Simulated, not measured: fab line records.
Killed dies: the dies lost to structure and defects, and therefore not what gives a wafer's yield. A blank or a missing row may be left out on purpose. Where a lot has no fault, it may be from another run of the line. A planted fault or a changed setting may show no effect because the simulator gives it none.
8D (eight disciplines) problem report, filled in by code | flow gf180mcu | the parts of the form that need people (team, actions taken, sign-off) are left out

## 1. THE ISSUE
NSD_RS at GF_PSD_RS_MEAS_14 reads a mean of 50.72 ohm/sq on 6 wafers of 2 lots; wafers without a fault read 46.13 ohm/sq with a standard deviation of 0.083. Relative to the usual mean, that is a shift of +55 standard deviations.
The step: measures by four-point-probe.
Seen first at day 20 08:54 on film-metro-03, wafer L646.1. Wafers with a number at this step in the record: 42, from 14 lots. By rule, "out" or "out of limits" means more than 4 standard deviations away from the usual mean. The rest of the wafers with a number are treated as sound.

## 2. WHAT IT IS, WHAT IT ISN'T
question                    | is                     | is not
which readings at this step | NSD_RS                 | -
which lots                  | L646, L649             | L632, L633, L634, L635, L636, L637, L639, L640, L641, L642, L645, L653
which wafers of those lots  | all that have a number | -
read on which gauges        | film-metro-03          | film-metro-02, film-metro-04
when                        | from day 20 08:54      | up to then (33 sound wafers); but 3 sound wafers of L653 came after

## 3. SUSPECTS, AND WHAT RULES EACH OUT
Counting: a tool at any process step up to the reading remains a suspect when it ran all the lots that are out and ran no sound lot after the first of those.
- the gauge at GF_PSD_RS_MEAS_14 is ruled out. All the wafers that are out were read on film-metro-03, but those of them that GF_PSD_RTA_13 has rows for are out there too, on other tools.
- rtp-anneal-02 at GF_PSD_RTA_13 (time 20 s): kept. It ran every lot that is out, first L646 (day 20 08:49), and no sound lot after that; its last sound lot up to then is L645 (day 19 18:25). On those wafers its own readings are out: lamp-power-pct, wafer_temp_C_max.
After counting, what remains is rtp-anneal-02 at GF_PSD_RTA_13.

## 4. THE CAUSE (what the simulator had put in)
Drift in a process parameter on rtp-anneal-02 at GF_PSD_RTA_13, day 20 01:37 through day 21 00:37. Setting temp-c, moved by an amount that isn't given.
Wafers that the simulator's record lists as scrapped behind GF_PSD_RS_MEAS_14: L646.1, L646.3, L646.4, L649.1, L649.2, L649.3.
After counting, this tool was the only one left.

## 5. SEQUENCE OF EFFECTS, ordered by route
Each row: a reading where the mean over the struck wafers with a number is more than 3 standard deviations away from the usual. Scope: only readings with a usual standard deviation given in the record; hours: median across lots of the time from each lot's start at the first step in this table that gives one to its start at this step; sigmas: change in usual standard deviations.
hours | step              | reading          | usual        | on struck wafers | change | sigmas
0     | GF_PSD_RTA_13     | lamp-power-pct   | 35.0 %       | 31.4             | -3.6   | -11
0     | GF_PSD_RTA_13     | wafer_temp_C_max | 1028.7       | 991.4            | -37.3  | -47
0     | GF_PSD_RS_MEAS_14 | NSD_RS           | 46.13 ohm/sq | 50.72            | +4.59  | +55
Process steps it contains:
- GF_PSD_RTA_13: time 20 s.

## 6. WHAT WOULD HAVE CAUGHT IT SOONER
Counted from the fault's start at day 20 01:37, it took 7 hours until the first out-of-limits reading at a measuring or inspecting step in this record, taken at day 20 08:54.
Tool's own readings at GF_PSD_RTA_13, lamp-power-pct, wafer_temp_C_max: out on all struck wafers the step has rows for; an alarm limit on them would have tripped on the first.
Lots out: 2; of these, L649 started GF_PSD_RTA_13 on rtp-anneal-02 after day 20 08:54. Holding the tool at that time would have saved it.
